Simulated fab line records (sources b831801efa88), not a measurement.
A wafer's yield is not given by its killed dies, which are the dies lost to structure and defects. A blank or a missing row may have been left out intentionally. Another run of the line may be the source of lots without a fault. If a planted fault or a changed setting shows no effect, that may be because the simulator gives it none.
fab line records + flow gf180mcu
record
- lots=13
- wafers=39
- last-day=34
route steps=602 shown NSD@239 PSD@263 SAB@265 SALICIDE@282
lots with no fault: from the same line, run without faults
start-h: the number of hours between the record's first day and the start of the first shown wafer of the lot + wait-h: how many hours have passed since the lot's step before this one + " repeats the value in the row above + L1.1+2: a row that stands for several wafers + - no value present, or no start provided + * or withheld: withheld + < > ~ a bound
route shown NAME@n: NAME is a module with steps in the file, n the number in the route of the first one + usual: the fault-free wafers' mean and standard deviation + same: alike in all rows + chamber/n: place in a boat + sites: the reading at each site + _std_site: standard deviation across them + _edge_site: inner sites' mean taken away from outer sites' mean + radius-mm: for every site, how far away it sits from the centre of the wafer + mask NAME#n: copy n + behind: tool/chamber where the wafer was last shaped + hold: cause of the lot's hold/its duration in hours/its outcome + device: transistor that didn't switch, given as n, p or np + end of line: the tests these same wafers got at the end of their route + where a step has no rows: the recipe by itself + killed: dies lost to structure and defects at the first sort, not the wafer's yield + map: shows each die of a wafer: x if killed, . if not, _ if none is there
set.NAME: setting as actually run; set.NAME@STEP: the setting as run at that earlier step + model.NAME: the simulator's own value behind a step, which no gauge read
route steps across a sampled set of lots; one table per step, one row per wafer
services: the hour from which a tool's chamber was out of use, counted from the record's first day as start-h (under 0 if before that day), plus the number of hours and why
## steps
# step GF_NSD_EXPOSE_04
# recipe
- mask-id=Nplus
- target-cd-nm=400
- na=0.6
- source-shape=conventional
- sigma-outer=0.6
- dose-mj=138
| lot.wafer  | tool             | chamber | start-h | wait-h | mask            |
|------------|------------------|---------|---------|--------|-----------------|
| L818.2+4+5 | iline-stepper-02 | 0       | 286.80  | -      | Nplus#0         |
| L821.2+3+5 | iline-stepper-01 | 0       | 305.01  | -      | Nplus#0         |
| L823.3+5+6 | iline-stepper-01 | 0       | 321.42  | -      | Nplus#0         |
| L824.2+5+6 | iline-stepper-01 | 0       | 327.96  | -      | Nplus#0         |
| L826.2+3+6 | iline-stepper-01 | 0       | 346.53  | -      | Nplus#0         |
| L827.1+4+6 | iline-stepper-01 | 0       | 353.92  | -      | Nplus#0         |
| L828.2+3+4 | iline-stepper-02 | 0       | 362.23  | -      | Nplus#0         |
| L829.1+3+6 | iline-stepper-02 | 0       | 374.03  | -      | Nplus#0         |
| L831.1+5+6 | iline-stepper-01 | 0       | 384.11  | -      | Nplus#0         |
| L833.1+3+4 | iline-stepper-02 | 0       | 413.12  | -      | Nplus#0         |
| L836.4+5+6 | iline-stepper-01 | 0       | 441.90  | -      | Nplus#0         |
| L839.1+4+6 | iline-stepper-02 | 0       | 456.61  | -      | Pplus_HV_AREA#0 |
| L838.1+4+5 | iline-stepper-02 | 0       | 456.92  | -      | Nplus#0         |
# step GF_NSD_CD_MEAS_07
# recipe
- target-cd-nm=400
# usual
- cd-nm=400.7/2.1
| lot.wafer | tool      | chamber | start-h | wait-h | cd-nm |
|-----------|-----------|---------|---------|--------|-------|
| L818.2    | cd-sem-02 | -       | 296.94  | 0.1    | 397.0 |
| L818.4    | "         | -       | "       | "      | 400.1 |
| L818.5    | "         | -       | "       | "      | 395.5 |
| L821.2    | cd-sem-02 | -       | 314.81  | 0.1    | 402.3 |
| L821.3    | "         | -       | "       | "      | 404.5 |
| L821.5    | "         | -       | "       | "      | 403.8 |
| L823.3    | cd-sem-02 | -       | 331.61  | 0.1    | 399.2 |
| L823.5    | "         | -       | "       | "      | 400.2 |
| L823.6    | "         | -       | "       | "      | 400.1 |
| L824.2    | cd-sem-02 | -       | 338.00  | 0.1    | 403.8 |
| L824.5    | "         | -       | "       | "      | 402.6 |
| L824.6    | "         | -       | "       | "      | 403.3 |
| L826.2    | cd-sem-01 | -       | 357.30  | 0.1    | 400.5 |
| L826.3    | "         | -       | "       | "      | 399.1 |
| L826.6    | "         | -       | "       | "      | 401.2 |
| L827.1    | cd-sem-01 | -       | 365.03  | 0.1    | 402.2 |
| L827.4    | "         | -       | "       | "      | 398.2 |
| L827.6    | "         | -       | "       | "      | 399.5 |
| L828.2    | cd-sem-01 | -       | 373.49  | 0.1    | 400.9 |
| L828.3    | "         | -       | "       | "      | 399.3 |
| L828.4    | "         | -       | "       | "      | 399.1 |
| L829.1    | cd-sem-02 | -       | 385.32  | 0.1    | 403.7 |
| L829.3    | "         | -       | "       | "      | 403.4 |
| L829.6    | "         | -       | "       | "      | 402.1 |
| L831.1    | cd-sem-02 | -       | 395.87  | 0.1    | 399.6 |
| L831.5    | "         | -       | "       | "      | 401.8 |
| L831.6    | "         | -       | "       | "      | 400.1 |
| L833.1    | cd-sem-01 | -       | 425.52  | 0.1    | 398.2 |
| L833.3    | "         | -       | "       | "      | 401.5 |
| L833.4    | "         | -       | "       | "      | 399.6 |
| L836.4    | cd-sem-01 | -       | 453.99  | 0.1    | 400.2 |
| L836.5    | "         | -       | "       | "      | 402.6 |
| L836.6    | "         | -       | "       | "      | 398.1 |
| L839.1    | cd-sem-01 | -       | 468.63  | 0.1    | -     |
| L839.4    | "         | -       | "       | "      | -     |
| L839.6    | "         | -       | "       | "      | -     |
| L838.1    | cd-sem-01 | -       | 469.12  | 0.1    | 398.8 |
| L838.4    | "         | -       | "       | "      | 399.9 |
| L838.5    | "         | -       | "       | "      | 401.5 |
# step GF_NSD_TW_MEAS_12
# usual
- NSD_TW=4251/53
| lot.wafer | tool          | chamber | start-h | wait-h | hold                     | NSD_TW |
|-----------|---------------|---------|---------|--------|--------------------------|--------|
| L818.2    | film-metro-04 | -       | 297.48  | 0.1    | -                        | 4296   |
| L818.4    | "             | -       | "       | "      | -                        | 4299   |
| L818.5    | "             | -       | "       | "      | -                        | 4299   |
| L821.2    | film-metro-04 | -       | 315.35  | 0.1    | -                        | 4319   |
| L821.3    | "             | -       | "       | "      | -                        | 4304   |
| L821.5    | "             | -       | "       | "      | -                        | 4326   |
| L823.3    | film-metro-03 | -       | 332.14  | 0.1    | -                        | 4209   |
| L823.5    | "             | -       | "       | "      | -                        | 4196   |
| L823.6    | "             | -       | "       | "      | -                        | 4225   |
| L824.2    | film-metro-04 | -       | 338.55  | 0.1    | -                        | 4317   |
| L824.5    | "             | -       | "       | "      | -                        | 4306   |
| L824.6    | "             | -       | "       | "      | -                        | 4302   |
| L826.2    | film-metro-04 | -       | 357.85  | 0.1    | -                        | 4311   |
| L826.3    | "             | -       | "       | "      | -                        | 4302   |
| L826.6    | "             | -       | "       | "      | -                        | 4295   |
| L827.1    | film-metro-04 | -       | 365.59  | 0.1    | -                        | 4264   |
| L827.4    | "             | -       | "       | "      | -                        | 4238   |
| L827.6    | "             | -       | "       | "      | -                        | 4241   |
| L828.2    | film-metro-04 | -       | 374.03  | 0.1    | -                        | 4288   |
| L828.3    | "             | -       | "       | "      | -                        | 4265   |
| L828.4    | "             | -       | "       | "      | -                        | 4267   |
| L829.1    | film-metro-02 | -       | 385.87  | 0.1    | -                        | 4252   |
| L829.3    | "             | -       | "       | "      | -                        | 4254   |
| L829.6    | "             | -       | "       | "      | -                        | 4255   |
| L831.1    | film-metro-04 | -       | 396.42  | 0.1    | -                        | 4287   |
| L831.5    | "             | -       | "       | "      | -                        | 4323   |
| L831.6    | "             | -       | "       | "      | -                        | 4303   |
| L833.1    | film-metro-03 | -       | 426.07  | 0.1    | -                        | 4183   |
| L833.3    | "             | -       | "       | "      | -                        | 4178   |
| L833.4    | "             | -       | "       | "      | -                        | 4218   |
| L836.4    | film-metro-04 | -       | 454.52  | 0.1    | -                        | 4291   |
| L836.5    | "             | -       | "       | "      | -                        | 4313   |
| L836.6    | "             | -       | "       | "      | -                        | 4304   |
| L839.1    | film-metro-03 | -       | 469.19  | 0.1    | await-dispo/0.2h/release | 30     |
| L839.4    | "             | -       | "       | "      | await-dispo/0.2h/release | 30     |
| L839.6    | "             | -       | "       | "      | await-dispo/0.2h/release | 30     |
| L839.1    | film-metro-03 | -       | 469.42  | 0.2    | -                        | 29     |
| L839.4    | "             | -       | "       | "      | -                        | 29     |
| L839.6    | "             | -       | "       | "      | -                        | 29     |
| L838.1    | film-metro-04 | -       | 469.67  | 0.1    | -                        | 4323   |
| L838.4    | "             | -       | "       | "      | -                        | 4322   |
| L838.5    | "             | -       | "       | "      | -                        | 4323   |
# step GF_PSD_RS_MEAS_15
# recipe
- thk-meas-gauge=four-point-probe
# usual
- PSD_RS=108.76/0.25
| lot.wafer | tool          | chamber | start-h | wait-h | PSD_RS[ohm/sq] |
|-----------|---------------|---------|---------|--------|----------------|
| L818.2    | film-metro-02 | -       | 318.42  | 0.1    | 109.02         |
| L818.4    | "             | -       | "       | "      | 109.17         |
| L818.5    | "             | -       | "       | "      | 108.48         |
| L821.2    | film-metro-02 | -       | 337.12  | 0.1    | 108.65         |
| L821.3    | "             | -       | "       | "      | 108.84         |
| L821.5    | "             | -       | "       | "      | 108.75         |
| L823.3    | film-metro-04 | -       | 353.64  | 0.1    | 108.99         |
| L823.5    | "             | -       | "       | "      | 109.04         |
| L823.6    | "             | -       | "       | "      | 108.34         |
| L824.2    | film-metro-04 | -       | 360.43  | 0.1    | 108.49         |
| L824.5    | "             | -       | "       | "      | 108.68         |
| L824.6    | "             | -       | "       | "      | 108.78         |
| L826.2    | film-metro-03 | -       | 380.90  | 0.1    | 108.79         |
| L826.3    | "             | -       | "       | "      | 108.85         |
| L826.6    | "             | -       | "       | "      | 108.80         |
| L827.1    | film-metro-02 | -       | 389.31  | 0.1    | 108.54         |
| L827.4    | "             | -       | "       | "      | 108.85         |
| L827.6    | "             | -       | "       | "      | 109.01         |
| L828.2    | film-metro-04 | -       | 397.93  | 0.1    | 108.60         |
| L828.3    | "             | -       | "       | "      | 108.54         |
| L828.4    | "             | -       | "       | "      | 108.78         |
| L829.1    | film-metro-03 | -       | 409.20  | 0.1    | 108.94         |
| L829.3    | "             | -       | "       | "      | 108.23         |
| L829.6    | "             | -       | "       | "      | 108.74         |
| L831.1    | film-metro-03 | -       | 419.50  | 0.1    | 109.03         |
| L831.5    | "             | -       | "       | "      | 108.55         |
| L831.6    | "             | -       | "       | "      | 108.52         |
| L833.1    | film-metro-03 | -       | 451.38  | 0.1    | 108.83         |
| L833.3    | "             | -       | "       | "      | 108.65         |
| L833.4    | "             | -       | "       | "      | 108.68         |
| L836.4    | film-metro-02 | -       | 479.01  | 0.1    | 108.87         |
| L836.5    | "             | -       | "       | "      | 108.40         |
| L836.6    | "             | -       | "       | "      | 108.89         |
| L838.1    | film-metro-04 | -       | 494.18  | 0.1    | 109.02         |
| L838.4    | "             | -       | "       | "      | 108.81         |
| L838.5    | "             | -       | "       | "      | 108.76         |
# step GF_SAB_THK_MEAS_01
# recipe
- reads=SiO2_of_SAB_CVD_00
# usual
- SAB_CVD_00_THK=50.2/0.71
| lot.wafer | tool          | chamber | start-h | wait-h | SAB_CVD_00_THK[nm] |
|-----------|---------------|---------|---------|--------|--------------------|
| L818.2    | film-metro-01 | -       | 318.55  | 0.0    | 49.4               |
| L818.4    | "             | -       | "       | "      | 50.5               |
| L818.5    | "             | -       | "       | "      | 50.1               |
| L821.2    | film-metro-01 | -       | 337.25  | 0.0    | 49.5               |
| L821.3    | "             | -       | "       | "      | 49.8               |
| L821.5    | "             | -       | "       | "      | 50.1               |
| L823.3    | film-metro-04 | -       | 353.76  | 0.0    | 50.4               |
| L823.5    | "             | -       | "       | "      | 50.9               |
| L823.6    | "             | -       | "       | "      | 49.4               |
| L824.2    | film-metro-03 | -       | 360.56  | 0.0    | 49.9               |
| L824.5    | "             | -       | "       | "      | 51.5               |
| L824.6    | "             | -       | "       | "      | 50.5               |
| L826.2    | film-metro-01 | -       | 381.03  | 0.0    | 49.7               |
| L826.3    | "             | -       | "       | "      | 49.6               |
| L826.6    | "             | -       | "       | "      | 49.8               |
| L827.1    | film-metro-01 | -       | 389.45  | 0.0    | 50.7               |
| L827.4    | "             | -       | "       | "      | 52.1               |
| L827.6    | "             | -       | "       | "      | 52.5               |
| L828.2    | film-metro-01 | -       | 398.07  | 0.0    | 49.0               |
| L828.3    | "             | -       | "       | "      | 49.4               |
| L828.4    | "             | -       | "       | "      | 49.3               |
| L829.1    | film-metro-04 | -       | 409.34  | 0.0    | 50.3               |
| L829.3    | "             | -       | "       | "      | 49.9               |
| L829.6    | "             | -       | "       | "      | 50.6               |
| L831.1    | film-metro-04 | -       | 419.64  | 0.0    | 51.2               |
| L831.5    | "             | -       | "       | "      | 51.2               |
| L831.6    | "             | -       | "       | "      | 51.0               |
| L833.1    | film-metro-04 | -       | 451.52  | 0.0    | 50.0               |
| L833.3    | "             | -       | "       | "      | 49.8               |
| L833.4    | "             | -       | "       | "      | 50.7               |
| L836.4    | film-metro-04 | -       | 479.12  | 0.0    | 50.8               |
| L836.5    | "             | -       | "       | "      | 49.7               |
| L836.6    | "             | -       | "       | "      | 51.1               |
| L838.1    | film-metro-01 | -       | 494.31  | 0.0    | 50.1               |
| L838.4    | "             | -       | "       | "      | 50.3               |
| L838.5    | "             | -       | "       | "      | 50.4               |
# step GF_SALICIDE_RS_MEAS_04
# recipe
- thk-meas-gauge=four-point-probe
- reads=TiN_of_SALICIDE_SPUTTER_03+Co_of_SALICIDE_SPUTTER_02
# usual
- SALICIDE_TIN_RS=16.3/0.37
| lot.wafer | tool          | chamber | start-h | wait-h | SALICIDE_TIN_RS[ohm/sq] |
|-----------|---------------|---------|---------|--------|-------------------------|
| L818.2    | film-metro-02 | -       | 340.23  | 0.0    | 16.8                    |
| L818.4    | "             | -       | "       | "      | 16.7                    |
| L818.5    | "             | -       | "       | "      | 16.7                    |
| L821.2    | film-metro-02 | -       | 358.84  | 0.0    | 15.8                    |
| L821.3    | "             | -       | "       | "      | 16.0                    |
| L821.5    | "             | -       | "       | "      | 15.6                    |
| L823.3    | film-metro-04 | -       | 377.16  | 0.1    | 15.6                    |
| L823.5    | "             | -       | "       | "      | 15.9                    |
| L823.6    | "             | -       | "       | "      | 16.1                    |
| L824.2    | film-metro-01 | -       | 384.45  | 0.0    | 16.1                    |
| L824.5    | "             | -       | "       | "      | 16.0                    |
| L824.6    | "             | -       | "       | "      | 16.1                    |
| L826.2    | film-metro-01 | -       | 403.95  | 0.0    | 16.6                    |
| L826.3    | "             | -       | "       | "      | 16.7                    |
| L826.6    | "             | -       | "       | "      | 16.9                    |
| L827.1    | film-metro-02 | -       | 412.70  | 0.0    | 16.6                    |
| L827.4    | "             | -       | "       | "      | 16.0                    |
| L827.6    | "             | -       | "       | "      | 16.7                    |
| L828.2    | film-metro-04 | -       | 421.96  | 0.0    | 16.0                    |
| L828.3    | "             | -       | "       | "      | 15.9                    |
| L828.4    | "             | -       | "       | "      | 16.1                    |
| L829.1    | film-metro-04 | -       | 433.69  | 0.0    | 15.7                    |
| L829.3    | "             | -       | "       | "      | 15.9                    |
| L829.6    | "             | -       | "       | "      | 15.9                    |
| L831.1    | film-metro-02 | -       | 444.20  | 0.0    | 16.4                    |
| L831.5    | "             | -       | "       | "      | 16.6                    |
| L831.6    | "             | -       | "       | "      | 16.2                    |
| L833.1    | film-metro-02 | -       | 475.53  | 0.0    | 16.8                    |
| L833.3    | "             | -       | "       | "      | 16.7                    |
| L833.4    | "             | -       | "       | "      | 16.5                    |
| L836.4    | film-metro-02 | -       | 502.74  | 0.1    | 15.9                    |
| L836.5    | "             | -       | "       | "      | 15.9                    |
| L836.6    | "             | -       | "       | "      | 15.6                    |
| L838.1    | film-metro-02 | -       | 517.71  | 0.0    | 15.9                    |
| L838.4    | "             | -       | "       | "      | 15.9                    |
| L838.5    | "             | -       | "       | "      | 15.9                    |
## services
| tool             | chamber | start-h | hours | kind   |
|------------------|---------|---------|-------|--------|
| iline-stepper-01 | -       | 278.21  | 12.5  | repair |
| iline-stepper-01 | -       | 284.47  | 4.2   | repair |
| iline-stepper-01 | -       | 290.66  | 1.7   | pm     |
| iline-stepper-02 | -       | 336.34  | 1.7   | pm     |
| iline-stepper-01 | -       | 409.96  | 4.4   | pm     |
## key
first-sign
- step=GF_NSD_EXPOSE_04
- reading=mask
- direction=changed
effect
- step=GF_NSD_CD_MEAS_07
- reading=cd-nm
- direction=missing
effect
- step=GF_NSD_TW_MEAS_12
- reading=visit
- direction=added
effect
- step=GF_NSD_TW_MEAS_12
- reading=NSD_TW
- direction=down
- sigmas=80
- usual=4251
- struck=30
met-at GF_NSD_EXPOSE_04
struck-lots L839
scrapped-behind GF_NSD_TW_MEAS_12 L839.1,L839.4,L839.6
not-acting-at GF_PSD_RS_MEAS_15,GF_SAB_THK_MEAS_01,GF_SALICIDE_RS_MEAS_04
onset-between 413.12 456.61
fault
- kind=wrong-mask
- tool=any
- chamber=-
- onset-h=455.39
- steps=GF_NSD_EXPOSE_04
- aux-copy=Pplus_HV_AREA#0
- scope=struck-lots-only
